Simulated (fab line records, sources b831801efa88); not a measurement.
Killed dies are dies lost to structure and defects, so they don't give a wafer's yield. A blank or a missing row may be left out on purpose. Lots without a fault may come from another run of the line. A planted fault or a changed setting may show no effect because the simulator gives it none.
One fault seen from 2 desks | flow sfq_line | each desk has only its own numbers; what lay behind them comes last

THE METROLOGY DESK
What the gauges read, lot by lot, whatever tool the lot ran on: means of the sampled wafers that have a number. A lot is out of limits, marked OUT, if its mean lies more than 4 standard deviations from the usual mean; the brackets give that distance.
Columns: A = M0_NB_RS at SFQ_M0_RS_MEAS_904, usual 0.893 ohm/sq; B = I3_BOW at SFQ_I3_BOW_MEAS_922, usual 3 um
lot  | first seen here | A               | B
L466 | day 4 22:46     | 0.907           | 2
L467 | day 5 01:10     | 0.887           | -1
L469 | day 5 10:02     | 0.890           | 10
L470 | day 5 11:06     | 0.887           | -2
L472 | day 5 18:20     | 0.880           | -1
L473 | day 5 20:45     | 0.901           | 7
L476 | day 6 10:32     | 0.914           | -2
L477 | day 6 14:44     | 0.905           | 3
L478 | day 7 00:20     | 0.893           | -7
L479 | day 7 06:23     | 0.891           | 8
L480 | day 7 12:22     | 0.888           | -0
L484 | day 8 07:30     | 0.894           | -1
L485 | day 8 09:56     | 0.726 (-17) OUT | 17
L488 | day 9 15:31     | 0.722 (-17) OUT | 5
This desk's finding: out of limits on L485, L488; first on L485, day 8 09:56 (M0_NB_RS at SFQ_M0_RS_MEAS_904). In limits: L466, L467, L469, L470, L472, L473, L476, L477, L478, L479, L480, L484.

THE TOOL OWNER'S DESK: pvd_sputter-05
The tool's own readings at SFQ_TRILAYER_M0_DEP_SPUTTER_019 (material Nb, target thk 200 nm, time 133.3 s): means of the sampled wafers that have a number, for each lot that ran on this tool. A lot is out of limits, marked OUT, if its mean lies more than 4 standard deviations from the usual mean; the brackets give that distance.
Columns: A = throttle_valve_pct at SFQ_TRILAYER_M0_DEP_SPUTTER_019, usual 30.0 %
lot  | first seen here | A
L466 | day 4 22:39     | 30.3
L469 | day 5 09:55     | 30.0
L472 | day 5 18:14     | 29.8
L473 | day 5 20:38     | 29.8
L478 | day 7 00:14     | 29.0
L480 | day 7 12:14     | 30.8
L485 | day 8 09:49     | 30.7
L488 | day 9 15:23     | 29.8
This desk's finding: nothing out of limits on any of the 8 lots.

PUT TOGETHER
The metrology desk could have raised an alarm at day 8 09:56, on L485, L488.
The tool owner's desk saw nothing out of limits.
The tool owner's desk has L485, L488 on record, within its limits.
Of the lots named, all ran SFQ_TRILAYER_M0_DEP_SPUTTER_019 on pvd_sputter-05.

WHAT THE SIMULATOR HAD PUT IN
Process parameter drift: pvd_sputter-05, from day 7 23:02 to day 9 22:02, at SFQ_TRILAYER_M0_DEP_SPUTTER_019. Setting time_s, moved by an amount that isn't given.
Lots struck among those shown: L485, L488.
Hours from the fault's start to each desk's first reading out of limits: the metrology desk, 11.
